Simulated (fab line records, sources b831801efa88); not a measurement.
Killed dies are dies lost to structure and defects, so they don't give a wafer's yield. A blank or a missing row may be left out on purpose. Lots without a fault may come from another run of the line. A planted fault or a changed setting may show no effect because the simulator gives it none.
Problem report in the 8D (eight disciplines) form, filled by code | flow sky130 | the parts of the form that need people (team, actions taken, sign-off) are left out

1. THE PROBLEM
SD_N_RS at SKY_SD_N_RS_MEAS_16 reads a mean of 61.44 ohm/sq on 6 wafers of 2 lots; wafers without a fault read 68.46 ohm/sq with a standard deviation of 0.13. That is -54 standard deviations from the usual mean.
The step: measures by four-point-probe.
First seen on wafer L736.2, day 32 21:23, on film_metro-02. The record holds 33 wafers of 11 lots with a number at this step. Rule for "out", or "out of limits": more than 4 standard deviations from the usual mean. The other wafers with a number count as sound.

2. WHAT IT IS AND WHAT IT IS NOT
question                    | is                           | is not
which readings at this step | SD_N_RS                      | -
which lots                  | L736, L743                   | L727, L728, L729, L732, L733, L737, L746, L748, L750
which wafers of those lots  | all that have a number       | -
read on which gauges        | film_metro-02, film_metro-04 | film_metro-03
when                        | from day 32 21:23            | up to then (18 sound wafers); but 9 sound wafers of L746, L748, L750 came after

3. SUSPECTS, AND WHAT RULES EACH OUT
Counting: a tool at a process step up to the reading stays a suspect if it ran every lot that is out and no sound lot after the first of them.
- the gauge at SKY_SD_N_RS_MEAS_16: ruled out. The wafers that are out were read on 2 gauges (film_metro-02, film_metro-04).
- rtp_anneal-01 at SKY_SD_N_RTA_14 (time 2 s): kept. It ran every lot that is out, first L736 (day 32 21:04), and no sound lot after that; its last sound lot up to then is L737 (day 32 09:39). Its own readings are out on those wafers: lamp_power_pct, wafer_temp_C_max.
Left after counting: rtp_anneal-01 at SKY_SD_N_RTA_14.

4. THE CAUSE (what the simulator had put in)
Process parameter drift: rtp_anneal-01, from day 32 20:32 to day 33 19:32, at SKY_SD_N_RTA_14. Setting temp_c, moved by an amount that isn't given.
Counting left only this tool.

5. THE CHAIN OF EFFECTS, in route order
Each row: a reading whose mean over the struck wafers that have a number lies more than 3 standard deviations from the usual. Only readings for which the record gives a usual standard deviation are gone through. hours: the time from each lot's start at the first step in this table that gives one to its start at this step, as a median over the lots. sigmas: the change in usual standard deviations.
hours | step                | reading          | usual        | on struck wafers | change | sigmas
0     | SKY_SD_N_RTA_14     | lamp_power_pct   | 15.74 %      | 16.73            | +0.99  | +19
0     | SKY_SD_N_RTA_14     | wafer_temp_C_max | 1078.0       | 1116.8           | +38.8  | +32
0     | SKY_SD_N_RS_MEAS_16 | SD_N_RS          | 68.46 ohm/sq | 61.44            | -7.02  | -54
0     | SKY_SD_N_RS_MEAS_17 | SD_P_RS          | 146.5 ohm/sq | 112.2            | -34.3  | -98
The process steps in it:
- SKY_SD_N_RTA_14: time 2 s.
Later measuring or inspecting steps at which every struck wafer that the step has a row for has a number for every such reading, and none has moved that far: SKY_SD_N_RS_MEAS_18, SKY_LI_CONTACT_OVL_MEAS_13, SKY_LI_CONTACT_THK_MEAS_23.

6. WHAT WOULD HAVE CAUGHT IT SOONER
In this record the first reading out of limits at a measuring or inspecting step was taken at day 32 21:23, 1 hour after the fault began at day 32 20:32.
The tool's own readings at SKY_SD_N_RTA_14 were out on every struck wafer that the step has a row for (lamp_power_pct, wafer_temp_C_max): an alarm limit on them would have fired on the first of those.
Of the lots that are out (2), L743 began SKY_SD_N_RTA_14 on rtp_anneal-01 after day 32 21:23. A hold on the tool at that time would have spared it.
